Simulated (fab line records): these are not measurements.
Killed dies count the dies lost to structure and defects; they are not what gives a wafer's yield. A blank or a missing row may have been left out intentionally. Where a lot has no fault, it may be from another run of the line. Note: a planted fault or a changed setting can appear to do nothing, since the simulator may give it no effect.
Chamber matching :: flow sfq line :: SFQ_TRILAYER_I6_CMP_CMP_166 on cmp-02: 4 sister chambers
The step polishes SiO2. 8 wafers are shown with their chamber, then 7 later ones without.

== WAFERS, EACH WITH ITS CHAMBER ==
wafer: L697.1
chamber: 3
motor current A (A): 10.9
slurry filter dp kPa (kPa): 13.90

wafer: L712.2
chamber: 2
motor current A (A): 9.5
slurry filter dp kPa (kPa): 13.46

wafer: L712.5
chamber: 1
motor current A (A): 10.1
slurry filter dp kPa (kPa): 13.43

wafer: L713.3
chamber: 3
motor current A (A): 11.0
slurry filter dp kPa (kPa): 13.36

wafer: L713.4
chamber: 2
motor current A (A): 9.9
slurry filter dp kPa (kPa): 13.36

wafer: L713.5
chamber: 0
motor current A (A): 10.4
slurry filter dp kPa (kPa): 13.61

wafer: L714.1
chamber: 0
motor current A (A): 10.1
slurry filter dp kPa (kPa): 13.57

wafer: L714.2
chamber: 1
motor current A (A): 9.0
slurry filter dp kPa (kPa): 13.50

== WAFERS MISSING THEIR CHAMBER ==
wafer: L714.6
motor current A (A): 11.2
slurry filter dp kPa (kPa): 13.54

wafer: L715.3
motor current A (A): 10.9
slurry filter dp kPa (kPa): 13.49

wafer: L715.4
motor current A (A): 9.5
slurry filter dp kPa (kPa): 13.58

wafer: L715.6
motor current A (A): 10.1
slurry filter dp kPa (kPa): 13.45

wafer: L718.2
motor current A (A): 11.4
slurry filter dp kPa (kPa): 13.29

wafer: L718.1
motor current A (A): 10.1
slurry filter dp kPa (kPa): 13.59

wafer: L718.6
motor current A (A): 11.2
slurry filter dp kPa (kPa): 13.67

== WHICH CHAMBER EACH WENT THROUGH ==
wafer: L714.6
from the rows above: can't be placed: 3 or 0
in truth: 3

wafer: L715.3
from the rows above: can't be placed: 3 or 0
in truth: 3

wafer: L715.4
from the rows above: can't be placed: 1 or 2 or 0
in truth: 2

wafer: L715.6
from the rows above: can't be placed: 0 or 2 or 1 or 3
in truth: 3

wafer: L718.2
from the rows above: can't be placed: 3 or 0 or 2
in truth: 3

wafer: L718.1
from the rows above: can't be placed: 0 or 2 or 1 or 3
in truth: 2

wafer: L718.6
from the rows above: can't be placed: 3 or 0
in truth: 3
Correctly placed: 0 of 7. Not placeable from these rows: 7 (in 7, the candidates include the true chamber). Placed wrongly: 0.
How it was worked out, from the rows above alone: a wafer's distance from a chamber is the root of the sum, over the readings, of the square of ((its reading less the chamber's mean) divided by the reading's scatter). If the next closest chamber is less than 2 further off than the closest, the wafer can't be placed; otherwise it belongs to the closest. A chamber's mean is the mean of its shown wafers. How the scatter is found: for the shown wafers, subtract from each reading the mean of its chamber, square and add these, divide the total by (wafers less chambers), then take the root.
